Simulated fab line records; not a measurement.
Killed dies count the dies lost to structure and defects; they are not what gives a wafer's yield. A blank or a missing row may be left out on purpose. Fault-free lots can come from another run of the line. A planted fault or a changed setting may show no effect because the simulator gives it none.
2 desks, one fault || flow sfq-line || every desk sees just its own numbers, and what lay behind them comes last

## TOOL OWNER'S DESK, rie-diel-04
The tool's own readings at SFQ_TRILAYER_C5_BARC_OPEN_VIA_ETCH_210 (etches BARC in O2, target depth 125 nm, time 41.7 s): means of the sampled wafers that have a number, for each lot that ran on this tool. Marked OUT: a lot whose mean sits more than 4 standard deviations from the usual mean, which makes it out of limits; the brackets give that distance.
Columns: A = bias-w at SFQ_TRILAYER_C5_BARC_OPEN_VIA_ETCH_210, usual 80.01 W; B = drypump-motor-current-A at SFQ_TRILAYER_C5_BARC_OPEN_VIA_ETCH_210, usual 5.6 A; C = oes-product-au at SFQ_TRILAYER_C5_BARC_OPEN_VIA_ETCH_210, usual 0.685 a.u.; D = run-length-s at SFQ_TRILAYER_C5_BARC_OPEN_VIA_ETCH_210, usual 70.1 s
{"lot": "L123", "first seen here": "day 59 16:41", "A": 80.10, "B": 5.6, "C": 0.684, "D": 69.9}
{"lot": "L135", "first seen here": "day 64 11:48", "A": 79.84, "B": 5.7, "C": "0.623 (-14) OUT", "D": "81.6 (+22) OUT"}
{"lot": "L136", "first seen here": "day 65 04:29", "A": 80.22, "B": 5.8, "C": "0.620 (-15) OUT", "D": "81.4 (+22) OUT"}
{"lot": "L145", "first seen here": "day 73 16:23", "A": 80.15, "B": 5.8, "C": 0.685, "D": 70.0}
This desk's finding: out of limits on L135, L136; first on L135, day 64 11:48 (oes-product-au at SFQ_TRILAYER_C5_BARC_OPEN_VIA_ETCH_210). In limits: L123, L145.

## THE METROLOGY DESK
Means of the sampled wafers that have a number, per lot and without regard to the tool the lot ran on: this is what the gauges read. Marked OUT: a lot whose mean sits more than 4 standard deviations from the usual mean, which makes it out of limits; the brackets give that distance.
Columns: A = I5_OVL at SFQ_I5_OVL_MEAS_936, usual 0 nm; B = C5_OVL at SFQ_C5_OVL_MEAS_937, usual 2 nm
{"lot": "L123", "first seen here": "day 59 13:23", "A": 3, "B": 5}
{"lot": "L128", "first seen here": "day 61 10:40", "A": 2, "B": -5}
{"lot": "L135", "first seen here": "day 64 08:23", "A": -6, "B": -3}
{"lot": "L136", "first seen here": "day 65 01:12", "A": -5, "B": 3}
{"lot": "L145", "first seen here": "day 69 21:23", "A": 4, "B": 3}
{"lot": "L146", "first seen here": "day 69 22:36", "A": 5, "B": -2}
This desk found nothing out of limits on any of the 6 lots.

## ALL TOGETHER
At day 64 11:48, on L135, L136, the tool owner's desk was in a position to raise an alarm.
From the metrology desk's view, nothing was out of limits.
The metrology desk has L135, L136 on record, within its limits.
SFQ_TRILAYER_C5_BARC_OPEN_VIA_ETCH_210 was run on rie-diel-04 by each of the lots named.

## WHAT THE SIMULATOR HAD INSERTED
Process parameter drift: rie-diel-04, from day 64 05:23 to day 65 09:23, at SFQ_TRILAYER_C5_BARC_OPEN_VIA_ETCH_210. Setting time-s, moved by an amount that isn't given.
Struck lots among those shown: L135, L136.
How many hours passed from the start of the fault until each desk's first out-of-limits reading: the tool owner's desk, 6.
